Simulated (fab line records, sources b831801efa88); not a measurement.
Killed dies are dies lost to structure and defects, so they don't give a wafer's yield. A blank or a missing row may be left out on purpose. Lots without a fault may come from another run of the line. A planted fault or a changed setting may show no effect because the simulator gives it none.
Problem report in the 8D (eight disciplines) form, filled by code | flow sky130 | the parts of the form that need people (team, actions taken, sign-off) are left out

1. THE PROBLEM
PWDE_TW at SKY_PWDE_TW_MEAS_10 reads a mean of 409.8 on 6 wafers of 2 lots; wafers without a fault read 375.3 with a standard deviation of 1.6. That is +22 standard deviations from the usual mean.
First seen on wafer L405.1, day 4 23:04, on film_metro-03. The record holds 33 wafers of 11 lots with a number at this step. Rule for "out", or "out of limits": more than 4 standard deviations from the usual mean. The other wafers with a number count as sound.

2. WHAT IT IS AND WHAT IT IS NOT
question                    | is                           | is not
which readings at this step | PWDE_TW                      | -
which lots                  | L405, L407                   | L400, L402, L403, L404, L413, L416, L418, L422, L423
which wafers of those lots  | all that have a number       | -
read on which gauges        | film_metro-03, film_metro-04 | film_metro-02
when                        | from day 4 23:04             | up to then (12 sound wafers); but 15 sound wafers of L413, L416, L418, L422, L423 came after

3. SUSPECTS, AND WHAT RULES EACH OUT
Counting: a tool at a process step up to the reading stays a suspect if it ran every lot that is out and no sound lot after the first of them.
- the gauge at SKY_PWDE_TW_MEAS_10: ruled out. The wafers that are out were read on 2 gauges (film_metro-03, film_metro-04).
- implanter-01 at SKY_PWDE_IMPLANT_08: ruled out as a lasting fault. Sound lots L422, L423 ran on it after its first lot that is out, L405 (day 4 22:49).
- plasma_asher-01 at SKY_PWDE_STRIP_09 (strips in O2/N2): ruled out as a lasting fault. Sound lots L413, L423 ran on it after its first lot that is out, L405 (day 4 22:58).
Left after counting: nothing in the record.

4. THE CAUSE (what the simulator had put in)
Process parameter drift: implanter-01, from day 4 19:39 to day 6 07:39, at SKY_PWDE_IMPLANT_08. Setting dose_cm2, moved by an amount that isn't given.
Counting ruled it out, wrongly: the rule takes a fault to strike every lot that its tool runs from its start on, and this one did not.

5. THE CHAIN OF EFFECTS, in route order
Each row: a reading whose mean over the struck wafers that have a number lies more than 3 standard deviations from the usual. Only readings for which the record gives a usual standard deviation are gone through. hours: the time from each lot's start at the first step in this table that gives one to its start at this step, as a median over the lots. sigmas: the change in usual standard deviations.
hours | step                 | reading            | usual       | on struck wafers | change   | sigmas
0     | SKY_PWDE_IMPLANT_08  | dose_ions_cm2      | 3.6e+12     | 4.8e+12          | +1.2e+12 | +99 or more
0     | SKY_PWDE_IMPLANT_08  | faraday_current_uA | 20.2        | 27.1             | +6.9     | +17
0     | SKY_PWDE_TW_MEAS_10  | PWDE_TW            | 375.3       | 409.8            | +34.5    | +22
38    | SKY_NWELL_RS_MEAS_31 | PWDE_RS            | 5267 ohm/sq | 4182             | -1085    | -57
The process steps in it:
- SKY_PWDE_IMPLANT_08
Later measuring or inspecting steps at which every struck wafer that the step has a row for has a number for every such reading, and none has moved that far: SKY_VT_ADJUST_HVTP_CD_MEAS_07.

6. WHAT WOULD HAVE CAUGHT IT SOONER
In this record the first reading out of limits at a measuring or inspecting step was taken at day 4 23:04, 3 hours after the fault began at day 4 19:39.
The tool's own readings at SKY_PWDE_IMPLANT_08 were out on every struck wafer that the step has a row for (dose_ions_cm2, faraday_current_uA): an alarm limit on them would have fired on the first of those.
